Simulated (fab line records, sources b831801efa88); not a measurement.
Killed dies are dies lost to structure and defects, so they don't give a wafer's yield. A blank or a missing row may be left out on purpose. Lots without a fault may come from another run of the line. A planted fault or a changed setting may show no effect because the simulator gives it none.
fab line records | flow sky130
record lots=5 wafers=14 last_day=49
route steps=708 shown SD_P@327 RES_XHIGH@332 SD_N@342 SALICIDE@361
lots that met no fault: from a run of the same line without faults
start_h: hours from the record's first day to the start of the lot's first wafer shown | wait_h: hours since the lot's step before | " the same as in the row above | L1.1+2: a row that stands for several wafers | - no value, or no start given | * or withheld: withheld | < > ~ a bound
route shown NAME@n: a module of which the file shows steps, and the number in the route of the first | usual: mean/standard deviation of fault-free wafers | same: alike in all rows | chamber/n: place in a boat | sites: the reading at each site | _std_site: their standard deviation | _edge_site: outer sites' mean less inner sites' | radius_mm: how far each site lies from the wafer's centre | mask NAME#n: copy n | behind: the tool/chamber that last shaped the wafer | hold: why the lot was held/for how many hours/how that ended | device: the transistor (n, p or np) that didn't switch | end of line: the same wafers' tests at the end of the route | a step without rows: its recipe alone | killed: dies lost to structure and defects at the first sort, not the wafer's yield | map: a wafer's dies, x killed, . not, _ none there
set.NAME: the setting as run; set.NAME@STEP: as run at that earlier step | model.NAME: the simulator's own value behind a step, which no gauge read
lots at some steps of the route; a table a step, a row a wafer
services: from which hour (start_h, from the record's first day; less than 0 if before it) a tool's chamber was out of use, for how many hours, and why
## steps
# step SKY_SD_P_CD_MEAS_07
# recipe target_cd_nm=380
# usual cd_nm=380.4/2.7
# columns lot.wafer tool chamber start_h wait_h cd_nm
L733.2 cd_sem-01 - 602.03 0.1 379.6
L733.4 " - " " 379.6
L733.5 " - " " 380.7
L745.2 cd_sem-02 - 688.14 0.1 383.8
L745.3 " - " " 384.4
L745.5 " - " " 387.3
L746.1 cd_sem-01 - 697.17 0.1 382.4
L746.3 " - " " 379.6
L746.5 " - " " 380.7
L747.2 cd_sem-01 - 707.58 0.1 383.9
L747.5 " - " " 380.4
L747.6 " - " " 379.4
L752.1 cd_sem-02 - 742.37 0.1 381.0
L752.2 " - " " 379.3
# step SKY_SD_P_OVL_MEAS_08
# usual SD_P_OVL=0.2/1.5
# columns lot.wafer tool chamber start_h wait_h SD_P_OVL[nm]
L733.2 overlay-01 - 602.14 0.1 0.4
L733.4 " - " " 0.1
L733.5 " - " " -0.4
L745.2 overlay-01 - 688.25 0.1 -1.9
L745.3 " - " " -0.2
L745.5 " - " " -1.1
L746.1 overlay-02 - 697.29 0.1 4.9
L746.3 " - " " 2.5
L746.5 " - " " 0.3
L747.2 overlay-02 - 707.69 0.1 0.0
L747.5 " - " " -0.4
L747.6 " - " " 0.5
L752.1 overlay-02 - 742.49 0.1 2.3
L752.2 " - " " 1.2
# step SKY_SD_P_IMPLANT_09
# recipe species=BF2 energy_kev=20 dose_cm2=3e+15 tilt_deg=0
# step SKY_SD_P_STRIP_10
# recipe chemistry=O2/N2 power_w=1400 pressure_mtorr=1500 platen_temp_c=withheld o2_flow_sccm=3000 n2_flow_sccm=300 overash_fraction=0.5
# usual drypump_motor_current_A=6.0/0.47 n2_flow_sccm=299.7/0.87 oes_product_au=0.617/0.0042 strip_time_to_endpoint_s=17.51/0.039
# columns lot.wafer tool chamber start_h wait_h drypump_motor_current_A n2_flow_sccm oes_product_au rf_hours_counter_h strip_time_to_endpoint_s
L733.2 plasma_asher-04 1 602.32 0.1 5.1 299.9 0.610 90 17.50
L733.4 " 0 " " 6.3 299.3 0.620 - 17.52
L733.5 " 0 " " 6.3 299.9 0.619 - 17.53
L745.2 plasma_asher-02 0 688.58 0.2 5.7 298.2 0.612 25 17.48
L745.3 " 1 " " 6.1 300.3 0.612 - 17.50
L745.5 " 1 " " 6.1 299.9 0.622 - 17.48
L746.1 plasma_asher-02 0 697.48 0.1 5.7 300.4 0.612 26 17.54
L746.3 " 1 " " 6.1 300.8 0.612 - 17.55
L746.5 " 0 " " 5.7 301.0 0.621 - 17.52
L747.2 plasma_asher-03 1 707.87 0.1 6.5 299.8 0.620 89 17.52
L747.5 " 0 " " 6.3 300.0 0.619 - 17.52
L747.6 " 1 " " 6.5 300.4 0.617 - 17.56
L752.1 plasma_asher-02 0 742.68 0.1 5.7 298.3 0.614 32 17.45
L752.2 " 1 " " 6.1 300.4 0.620 32 17.50
# step SKY_SD_P_TW_MEAS_11
# usual SD_P_TW=2832/43
# columns lot.wafer tool chamber start_h wait_h SD_P_TW
L733.2 film_metro-01 - 602.43 0.1 2791
L733.4 " - " " 2782
L733.5 " - " " 2783
L745.2 film_metro-02 - 688.69 0.1 2836
L745.3 " - " " 2825
L745.5 " - " " 2828
L746.1 film_metro-02 - 697.58 0.1 2839
L746.3 " - " " 2847
L746.5 " - " " 2834
L747.2 film_metro-01 - 707.98 0.1 2752
L747.5 " - " " 2763
L747.6 " - " " 2770
L752.1 film_metro-02 - 742.78 0.1 2858
L752.2 " - " " 2845
# step SKY_RES_XHIGH_DEHYDRATE_00
# recipe temp_c=200 time_s=60
# step SKY_RES_XHIGH_HMDS_01
# recipe prime_time_s=60 prime_temp_c=120
# step SKY_RES_XHIGH_COAT_02
# recipe resist=NOVOLAK spin_rpm=3000 resist_thk_nm=1140
# step SKY_RES_XHIGH_SOFTBAKE_03
# recipe temp_c=90 time_s=60 resist=NOVOLAK
# step SKY_RES_XHIGH_EXPOSE_04
# recipe mask_id=URPM na=0.6 source_shape=conventional sigma_outer=0.6 polarization=unpolarized target_cd_nm=1270 dose_mj=140
# step SKY_RES_XHIGH_PEB_05
# recipe temp_c=withheld time_s=* resist=NOVOLAK
# step SKY_RES_XHIGH_DEVELOP_06
# recipe resist=NOVOLAK developer=TMAH develop_time_s=60 dev_temp_c=23
# step SKY_RES_XHIGH_IMPLANT_07
# recipe species=BF2 energy_kev=20 dose_cm2=3.6e+14 tilt_deg=0
# columns lot.wafer tool chamber start_h wait_h
L733.2+4+5 implanter-03 0 630.78 0.1
L745.2+3+5 implanter-04 0 716.94 0.1
L746.1+3+5 implanter-04 0 724.94 0.1
L747.2+5+6 implanter-01 0 735.43 0.1
L752.1+2 implanter-04 0 770.49 0.1
# step SKY_RES_XHIGH_STRIP_08
# recipe chemistry=O2/N2 power_w=1400 pressure_mtorr=1500 platen_temp_c=withheld o2_flow_sccm=3000 n2_flow_sccm=300 overash_fraction=0.5
# usual drypump_motor_current_A=5.9/0.45 n2_flow_sccm=299.9/0.86 oes_product_au=0.711/0.0046 strip_time_to_endpoint_s=14.28/0.038
# columns lot.wafer tool chamber start_h wait_h drypump_motor_current_A n2_flow_sccm oes_product_au rf_hours_counter_h strip_time_to_endpoint_s
L733.2 plasma_asher-03 1 630.90 0.1 6.5 299.6 0.704 80 14.36
L733.4 " 0 " " 6.3 298.7 0.707 - 14.28
L733.5 " 0 " " 6.3 299.1 0.713 - 14.32
L745.2 plasma_asher-01 1 717.06 0.1 5.7 300.6 0.706 60 14.33
L745.3 " 1 " " 5.7 300.8 0.713 - 14.29
L745.5 " 1 " " 5.7 299.5 0.714 - 14.31
L746.1 plasma_asher-03 1 725.09 0.1 6.5 300.8 0.716 91 14.35
L746.3 " 0 " " 6.3 300.3 0.713 - 14.30
L746.5 " 0 " " 6.3 300.7 0.701 - 14.27
L747.2 plasma_asher-02 1 735.55 0.1 6.1 299.9 0.710 31 14.29
L747.5 " 1 " " 6.1 298.7 0.706 - 14.27
L747.6 " 0 " " 5.7 299.5 0.721 - 14.27
L752.1 plasma_asher-01 0 770.64 0.1 5.1 300.5 0.712 65 14.19
L752.2 " 1 " " 5.7 299.5 0.715 65 14.31
# step SKY_RES_XHIGH_TW_MEAS_09
# usual RES_XHIGH_TW=1635/28
# columns lot.wafer tool chamber start_h wait_h RES_XHIGH_TW
L733.2 film_metro-02 - 631.01 0.1 1645
L733.4 " - " " 1650
L733.5 " - " " 1640
L745.2 film_metro-01 - 717.17 0.1 1606
L745.3 " - " " 1605
L745.5 " - " " 1602
L746.1 film_metro-04 - 725.19 0.1 1675
L746.3 " - " " 1685
L746.5 " - " " 1666
L747.2 film_metro-01 - 735.66 0.1 1622
L747.5 " - " " 1620
L747.6 " - " " 1632
L752.1 film_metro-04 - 770.74 0.1 1597
L752.2 " - " " 1671
# step SKY_SD_N_DEHYDRATE_00
# recipe temp_c=200 time_s=60
# step SKY_SD_N_HMDS_01
# recipe prime_time_s=60 prime_temp_c=120
# step SKY_SD_N_COAT_02
# recipe resist=NOVOLAK spin_rpm=3000 resist_thk_nm=1140
# step SKY_SD_N_SOFTBAKE_03
# recipe temp_c=90 time_s=60 resist=NOVOLAK
# step SKY_SD_N_EXPOSE_04
# recipe mask_id=NSDM na=0.6 source_shape=conventional sigma_outer=0.6 polarization=unpolarized target_cd_nm=380 dose_mj=141
# step SKY_SD_N_PEB_05
# recipe temp_c=withheld time_s=* resist=NOVOLAK
# step SKY_SD_N_DEVELOP_06
# recipe resist=NOVOLAK developer=TMAH develop_time_s=60 dev_temp_c=23
# step SKY_SD_N_CD_MEAS_07
# recipe target_cd_nm=380
# usual cd_nm=379.8/2.4
# columns lot.wafer tool chamber start_h wait_h cd_nm
L733.2 cd_sem-01 - 659.54 0.1 381.0
L733.4 " - " " 384.1
L733.5 " - " " 383.3
L745.2 cd_sem-01 - 744.64 0.1 378.9
L745.3 " - " " 380.6
L745.5 " - " " 380.5
L746.1 cd_sem-01 - 751.92 0.1 378.3
L746.3 " - " " 376.9
L746.5 " - " " 378.7
L747.2 cd_sem-01 - 763.04 0.1 380.2
L747.5 " - " " 382.4
L747.6 " - " " 379.3
L752.1 cd_sem-01 - 796.32 0.1 375.7
L752.2 " - " " 377.9
# step SKY_SD_N_OVL_MEAS_08
# usual SD_N_OVL=0.5/1.4
# columns lot.wafer tool chamber start_h wait_h SD_N_OVL[nm]
L733.2 overlay-01 - 659.65 0.1 -0.1
L733.4 " - " " 1.1
L733.5 " - " " 0.9
L745.2 overlay-02 - 744.75 0.1 0.1
L745.3 " - " " 0.9
L745.5 " - " " -0.8
L746.1 overlay-01 - 752.04 0.1 -0.4
L746.3 " - " " 0.8
L746.5 " - " " 0.9
L747.2 overlay-01 - 763.15 0.1 1.0
L747.5 " - " " -1.4
L747.6 " - " " 0.4
L752.1 overlay-02 - 796.44 0.1 0.4
L752.2 " - " " 0.0
# step SKY_SD_N_IMPLANT_09
# recipe species=As energy_kev=50 dose_cm2=4e+15 tilt_deg=0
# step SKY_SD_N_IMPLANT_10
# recipe species=P energy_kev=20 dose_cm2=1e+14 tilt_deg=0
# step SKY_SD_N_STRIP_11
# recipe chemistry=O2/N2 power_w=1400 pressure_mtorr=1500 platen_temp_c=withheld o2_flow_sccm=3000 n2_flow_sccm=300 overash_fraction=0.5
# usual drypump_motor_current_A=5.9/0.53 n2_flow_sccm=299.9/0.91 oes_product_au=0.528/0.0046 strip_time_to_endpoint_s=22.57/0.046
# columns lot.wafer tool chamber start_h wait_h drypump_motor_current_A n2_flow_sccm oes_product_au rf_hours_counter_h strip_time_to_endpoint_s
L733.2 plasma_asher-03 1 659.98 0.1 6.5 300.0 0.522 83 22.50
L733.4 " 1 " " 6.5 299.5 0.522 - 22.51
L733.5 " 1 " " 6.4 300.2 0.527 - 22.53
L745.2 plasma_asher-03 1 745.08 0.1 6.5 299.6 0.536 93 22.53
L745.3 " 0 " " 6.3 300.9 0.531 - 22.51
L745.5 " 1 " " 6.5 299.6 0.533 - 22.53
L746.1 plasma_asher-01 0 752.38 0.1 5.2 300.8 0.529 63 22.49
L746.3 " 0 " " 5.2 300.4 0.527 - 22.46
L746.5 " 0 " " 5.2 300.1 0.532 - 22.52
L747.2 plasma_asher-03 0 763.48 0.1 6.3 298.3 0.516 95 22.62
L747.5 " 1 " " 6.5 300.0 0.531 - 22.54
L747.6 " 0 " " 6.3 299.6 0.532 - 22.61
L752.1 plasma_asher-04 0 796.78 0.1 6.3 300.3 0.524 5 22.48
L752.2 " 1 " " 5.2 300.0 0.530 5 22.52
# step SKY_SD_N_TW_MEAS_12
# usual SD_N_TW=4011/68
# columns lot.wafer tool chamber start_h wait_h SD_N_TW
L733.2 film_metro-02 - 660.09 0.1 4012
L733.4 " - " " 4012
L733.5 " - " " 4005
L745.2 film_metro-01 - 745.19 0.1 3922
L745.3 " - " " 3913
L745.5 " - " " 3920
L746.1 film_metro-02 - 752.48 0.1 4022
L746.3 " - " " 4007
L746.5 " - " " 4020
L747.2 film_metro-02 - 763.59 0.1 4013
L747.5 " - " " 4010
L747.6 " - " " 4022
L752.1 film_metro-04 - 796.88 0.1 4093
L752.2 " - " " 4061
# step SKY_SD_N_CLEAN_13
# recipe chemistry=SC1/SC2 mix=1:4:20 temp_c=70 time_s=150 dry=n2_spin
# step SKY_SD_N_RTA_14
# recipe temp_c=1075 time_s=2 idle_temp_c=650 ramp_up_c_per_s=150 ramp_down_c_per_s=90 ambient=N2
# usual anneal_temp_c_max=1079.5/1.4 lamp_power_pct=15.74/0.048 wafer_temp_C_max=1078.1/1.4
# columns lot.wafer tool chamber start_h wait_h anneal_temp_c_max lamp_power_pct wafer_temp_C_max
L733.2 rtp_anneal-01 0 660.20 0.0 1080.6 15.66 1079.4
L733.4 " 0 " " 1079.3 15.76 1078.7
L733.5 " 0 " " 1080.1 15.72 1076.8
L745.2 rtp_anneal-02 0 745.30 0.0 1078.4 15.77 1077.9
L745.3 " 0 " " 1077.8 15.81 1076.8
L745.5 " 0 " " 1078.3 15.74 1078.5
L746.1 rtp_anneal-01 0 752.59 0.0 1079.9 15.71 1078.7
L746.3 " 0 " " 1081.5 15.71 1078.6
L746.5 " 0 " " 1080.6 15.81 1078.5
L747.2 rtp_anneal-02 0 763.71 0.0 1079.2 15.67 1079.6
L747.5 " 0 " " 1077.7 15.76 1077.7
L747.6 " 0 " " 1079.0 15.72 1076.9
L752.1 rtp_anneal-01 0 796.99 0.0 1080.7 15.72 1079.4
L752.2 " 0 " " 1081.0 15.76 1079.3
# step SKY_SD_N_RS_MEAS_16
# recipe thk_meas_gauge=four-point-probe
# usual SD_N_RS=68.56/0.12
# columns lot.wafer tool chamber start_h wait_h SD_N_RS[ohm/sq]
L733.2 film_metro-01 - 660.39 0.1 68.68
L733.4 " - " " 68.79
L733.5 " - " " 68.58
L745.2 film_metro-02 - 745.48 0.1 68.51
L745.3 " - " " 68.48
L745.5 " - " " 68.58
L746.1 film_metro-01 - 752.76 0.1 68.49
L746.3 " - " " 68.58
L746.5 " - " " 68.63
L747.2 film_metro-04 - 763.94 0.1 68.59
L747.5 " - " " 68.45
L747.6 " - " " 68.51
L752.1 film_metro-04 - 797.16 0.1 68.60
L752.2 " - " " 68.56
# step SKY_SD_N_RS_MEAS_17
# recipe thk_meas_gauge=four-point-probe
# usual SD_P_RS=147.1/0.34
# columns lot.wafer tool chamber start_h wait_h SD_P_RS[ohm/sq]
L733.2 film_metro-01 - 660.51 0.1 147.0
L733.4 " - " " 147.1
L733.5 " - " " 147.2
L745.2 film_metro-02 - 745.60 0.1 147.2
L745.3 " - " " 147.3
L745.5 " - " " 147.0
L746.1 film_metro-01 - 752.88 0.1 146.9
L746.3 " - " " 147.1
L746.5 " - " " 146.9
L747.2 film_metro-04 - 764.06 0.1 146.7
L747.5 " - " " 146.8
L747.6 " - " " 147.0
L752.1 film_metro-04 - 797.28 0.1 146.9
L752.2 " - " " 147.3
# step SKY_SD_N_RS_MEAS_18
# recipe thk_meas_gauge=four-point-probe
# usual RES_XHIGH_RS=333.2/1.1
# columns lot.wafer tool chamber start_h wait_h RES_XHIGH_RS[ohm/sq]
L733.2 film_metro-01 - 660.63 0.1 333.8
L733.4 " - " " 334.5
L733.5 " - " " 334.6
L745.2 film_metro-02 - 745.72 0.1 334.3
L745.3 " - " " 333.0
L745.5 " - " " 332.6
L746.1 film_metro-01 - 753.00 0.1 333.3
L746.3 " - " " 331.8
L746.5 " - " " 332.7
L747.2 film_metro-04 - 764.18 0.1 333.1
L747.5 " - " " 333.7
L747.6 " - " " 333.9
L752.1 film_metro-04 - 797.40 0.1 378.9
L752.2 " - " " 332.1
# step SKY_SALICIDE_CLEAN_00
# recipe chemistry=HF-last time_s=30 dilution=100:1 dry=ipa_marangoni
## services
# columns tool chamber start_h hours kind
implanter-03 - 585.11 2.8 repair
implanter-04 - 590.91 1.6 repair
implanter-01 - 607.07 4.1 repair
plasma_asher-01 - 622.72 1.8 repair
implanter-01 - 656.12 3.2 pm
implanter-04 - 656.32 5.9 repair
plasma_asher-04 - 659.00 1.8 repair
implanter-03 - 667.64 1.9 repair
plasma_asher-04 - 683.71 37.8 repair
rtp_anneal-02 - 705.37 5.2 pm
plasma_asher-04 - 733.75 9.0 pm
plasma_asher-04 0 733.75 9.0 vent_cycle
plasma_asher-04 1 733.75 9.0 vent_cycle
implanter-03 - 742.03 45.8 repair
plasma_asher-04 0 742.75 - clean
plasma_asher-04 1 742.75 - clean
plasma_asher-01 - 755.24 1.5 repair
plasma_asher-03 - 766.98 2.8 pm
plasma_asher-04 - 767.32 0.8 repair
plasma_asher-04 - 777.62 2.9 repair
## key
first_sign step=SKY_SD_N_RS_MEAS_18 reading=RES_XHIGH_RS direction=up sigmas=43 usual=333.2 struck=378.9
effect none on later readings
met_at SKY_RES_XHIGH_IMPLANT_07
struck_wafers L752.1
tester_left_out L752
onset_between 724.94 770.49
fault kind=process_parameter_drift tool=implanter-04 chamber=- onset_h=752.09 steps=SKY_RES_XHIGH_IMPLANT_07 channel=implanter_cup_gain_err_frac offset=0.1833 shape=step end_h=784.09 scope=struck_wafers_only
# tester_left_out: of these lots the tester's yield and bins aren't shown, on N5 and GAA mostly nor the transistor test; their killed dies are dies lost to structure and defects alone, not to doping, threshold or leakage, so they don't give the yield
